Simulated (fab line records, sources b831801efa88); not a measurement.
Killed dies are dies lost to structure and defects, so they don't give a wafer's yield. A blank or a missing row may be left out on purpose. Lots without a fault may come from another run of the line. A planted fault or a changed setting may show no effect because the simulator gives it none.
Which tool did it? | flow gf180mcu | 13 lots, 37 wafers sampled, at 4 steps of a route of 602

WHAT THE GAUGES READ, wafer by wafer
GF_M1_CD_MEAS_14: target cd 230 nm. Usual: cd_nm 229.8 nm, standard deviation 1.
lot  | measured     | on        | cd_nm (nm)        | flag
L387 | day 16 21:04 | cd_sem-02 | 228.7 228.1 228.4 |
L388 | day 17 01:37 | cd_sem-02 | 230.7 231.1 231.2 |
L390 | day 18 01:11 | cd_sem-02 | 230.1 230.0 229.2 |
L396 | day 20 15:15 | cd_sem-02 | 177.5 178.0       | OFF
L397 | day 21 02:32 | cd_sem-02 | 178.0 230.2 230.4 | OFF
L399 | day 21 19:46 | cd_sem-01 | 227.7 176.8       | OFF
L401 | day 22 11:58 | cd_sem-01 | 228.8 229.7 228.5 |
L405 | day 23 19:52 | cd_sem-02 | 232.2 231.3 231.2 |
L406 | day 24 10:10 | cd_sem-01 | 230.2 229.7 229.3 |
L407 | day 24 11:28 | cd_sem-02 | 229.8 229.4 228.7 |
L408 | day 24 22:35 | cd_sem-02 | 229.2 229.9 229.7 |
L409 | day 25 01:53 | cd_sem-02 | 231.3 230.7 230.5 |
L410 | day 25 09:29 | cd_sem-02 | 229.1 229.0 229.8 |

WHICH TOOL RAN EACH LOT (tool, then ch and the chambers of the sampled wafers, then the start)
lot  | GF_M1_SPUTTER_03             | GF_M1_SPUTTER_04             | GF_M1_EXPOSE_11
L387 | pvd_sputter-01, day 15 23:28 | pvd_sputter-01, day 15 23:29 | krf_scanner-01 ch 0, day 16 10:14
L388 | pvd_sputter-04, day 16 03:37 | pvd_sputter-04, day 16 03:38 | krf_scanner-02 ch 0, day 16 14:06
L390 | pvd_sputter-02, day 17 01:43 | pvd_sputter-02, day 17 01:44 | krf_scanner-02 ch 0, day 17 13:38
L396 | pvd_sputter-02, day 19 15:36 | pvd_sputter-02, day 19 15:37 | krf_scanner-02 ch 0, day 20 03:16
L397 | pvd_sputter-04, day 20 03:02 | pvd_sputter-04, day 20 03:04 | krf_scanner-02 ch 0, day 20 15:25
L399 | pvd_sputter-04, day 20 19:50 | pvd_sputter-04, day 20 19:51 | krf_scanner-02 ch 0, day 21 08:18
L401 | pvd_sputter-04, day 21 12:28 | pvd_sputter-04, day 21 12:29 | krf_scanner-01 ch 0, day 22 00:15
L405 | pvd_sputter-01, day 22 21:25 | pvd_sputter-01, day 22 21:26 | krf_scanner-01 ch 0, day 23 09:14
L406 | pvd_sputter-04, day 23 12:11 | pvd_sputter-04, day 23 12:13 | krf_scanner-01 ch 0, day 23 22:58
L407 | pvd_sputter-04, day 23 13:20 | pvd_sputter-04, day 23 13:21 | krf_scanner-02 ch 0, day 24 00:13
L408 | pvd_sputter-01, day 24 00:24 | pvd_sputter-01, day 24 00:25 | krf_scanner-01 ch 0, day 24 12:23
L409 | pvd_sputter-04, day 24 04:11 | pvd_sputter-04, day 24 04:13 | krf_scanner-02 ch 0, day 24 15:35
L410 | pvd_sputter-02, day 24 12:34 | pvd_sputter-02, day 24 12:36 | krf_scanner-01 ch 0, day 24 23:28
- GF_M1_SPUTTER_03: material Ti, target thk 10 nm, time 6.7 s.
- GF_M1_SPUTTER_04: material TiN, target thk 50 nm, time 41.7 s.
- GF_M1_EXPOSE_11: exposes mask Metal1, target cd 230 nm.

WHAT THE TOOLS THEMSELVES READ (means of the sampled wafers that have a number; where no wafer has one, the mark that the record gives instead)
GF_M1_SPUTTER_03. Usual: throttle_valve_pct 30.6 %, standard deviation 0.93.
lot  | tool           | throttle_valve_pct (%) | flag
L387 | pvd_sputter-01 | 29.9                   |
L388 | pvd_sputter-04 | 30.7                   |
L390 | pvd_sputter-02 | 30.3                   |
L396 | pvd_sputter-02 | 30.2                   |
L397 | pvd_sputter-04 | 30.3                   |
L399 | pvd_sputter-04 | 30.4                   |
L401 | pvd_sputter-04 | 30.4                   |
L405 | pvd_sputter-01 | 29.8                   |
L406 | pvd_sputter-04 | 30.3                   |
L407 | pvd_sputter-04 | 30.7                   |
L408 | pvd_sputter-01 | 30.2                   |
L409 | pvd_sputter-04 | 30.3                   |
L410 | pvd_sputter-02 | 31.1                   |

GF_M1_SPUTTER_04. Usual: throttle_valve_pct 30.6 %, standard deviation 0.96.
lot  | tool           | throttle_valve_pct (%) | flag
L387 | pvd_sputter-01 | 29.9                   |
L388 | pvd_sputter-04 | 30.5                   |
L390 | pvd_sputter-02 | 30.1                   |
L396 | pvd_sputter-02 | 30.2                   |
L397 | pvd_sputter-04 | 30.6                   |
L399 | pvd_sputter-04 | 30.6                   |
L401 | pvd_sputter-04 | 30.3                   |
L405 | pvd_sputter-01 | 29.9                   |
L406 | pvd_sputter-04 | 30.5                   |
L407 | pvd_sputter-04 | 30.6                   |
L408 | pvd_sputter-01 | 30.2                   |
L409 | pvd_sputter-04 | 30.2                   |
L410 | pvd_sputter-02 | 31.0                   |

GF_M1_EXPOSE_11. Usual: reticle_temp_C 22.98 C, standard deviation 0.094.
lot  | tool           | reticle_temp_C (C) | flag
L387 | krf_scanner-01 | 22.92              |
L388 | krf_scanner-02 | 23.02              |
L390 | krf_scanner-02 | 23.10              |
L396 | krf_scanner-02 | 22.87              |
L397 | krf_scanner-02 | 22.99              |
L399 | krf_scanner-02 | 23.02              |
L401 | krf_scanner-01 | 23.04              |
L405 | krf_scanner-01 | 23.00              |
L406 | krf_scanner-01 | 23.04              |
L407 | krf_scanner-02 | 22.87              |
L408 | krf_scanner-01 | 23.06              |
L409 | krf_scanner-02 | 23.02              |
L410 | krf_scanner-01 | 23.07              |

THE ANSWER, worked out from the rows above alone
Rule: a lot is off if the mean of its wafers that have a number lies more than 3 standard deviations from the usual mean. A lot without any number at a reading at which 4 lots or more have one is off too. The other lots that the step has rows for count as sound. The gauges are gone through in route order, then the tools' own readings, and for those a lot's mean is taken as printed above. The first step at which some lot is off is used, and at that step the reading that is off furthest; a lot without a number counts as furthest.
Off: L396, L397, L399, at GF_M1_CD_MEAS_14 (cd_nm).
A tool fits if, at a process step before that reading, it ran every lot that is off, and no sound lot after the first of them. The gauges at GF_M1_CD_MEAS_14 are tried like those tools. None of those tried fits.

WHAT THE SIMULATOR HAD PUT IN
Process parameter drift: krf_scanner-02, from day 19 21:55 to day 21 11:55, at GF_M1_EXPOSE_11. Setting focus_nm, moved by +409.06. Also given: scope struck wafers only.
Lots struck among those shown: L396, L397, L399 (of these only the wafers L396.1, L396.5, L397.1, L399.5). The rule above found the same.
